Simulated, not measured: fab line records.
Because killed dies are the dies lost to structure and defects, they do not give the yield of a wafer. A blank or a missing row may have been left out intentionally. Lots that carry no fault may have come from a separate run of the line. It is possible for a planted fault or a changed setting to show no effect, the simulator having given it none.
Matching of chambers ; flow sky130 ; SKY_FIELD_ISO_CMP_27 on cmp-02: 4 sister chambers
The step polishes, stops on Si3N4, t overpolish 16 s, target thk 457.8 nm. 15 wafers are shown with their chamber, then 7 later ones without.

## EACH WAFER AND ITS CHAMBER
wafer;chamber;motor_current_A (A);time_to_endpoint_s (s)
L276.3;3;10.8;107
L276.4;1;11.6;112
L276.6;0;10.5;105
L277.2;1;12.8;110
L277.3;0;10.6;104
L277.5;2;11.6;112
L278.2;3;11.5;114
L278.3;1;12.8;115
L278.4;2;11.6;113
L280.2;0;10.5;109
L280.4;3;11.3;115
L280.6;3;10.9;110
L282.3;0;11.1;110
L282.4;2;11.2;114
L282.6;0;10.8;109

SIGNATURES (means of the wafers above)
reading;chamber 0;chamber 1;chamber 2;chamber 3;scatter within a chamber
motor_current_A;10.700;12.400;11.467;11.125;0.388
time_to_endpoint_s;107.40;112.33;113.00;111.50;2.78
Rule: for each reading, subtract the chamber's mean from the wafer's reading, divide by that reading's scatter and square the result; add these up over the readings and take the root, which gives the wafer's distance from the chamber. If the next closest chamber is less than 2 further off than the closest, the wafer can't be placed; otherwise it belongs to the closest. How the scatter is found: for the shown wafers, subtract from each reading the mean of its chamber, square and add these, divide the total by (wafers less chambers), then take the root.

## WAFERS MISSING THEIR CHAMBER
wafer;motor_current_A (A);time_to_endpoint_s (s)
L285.2;11.7;113
L285.3;11.2;111
L285.4;10.7;109
L291.5;10.9;106
L297.1;10.3;109
L297.2;11.3;111
L297.3;11.9;108

## EACH ONE'S CHAMBER
wafer;from the rows above;in truth
L285.2;can't be placed: 2 or 3 or 1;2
L285.3;can't be placed: 3 or 2 or 0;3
L285.4;can't be placed: 0 or 3 or 2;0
L291.5;can't be placed: 0 or 3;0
L297.1;can't be placed: 0 or 3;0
L297.2;can't be placed: 3 or 2 or 0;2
L297.3;can't be placed: 1 or 2 or 3 or 0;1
0 of 7 placed correctly. Cannot be placed on the basis of these rows: 7; the candidates contain the true chamber in 7. Placed wrongly: 0.
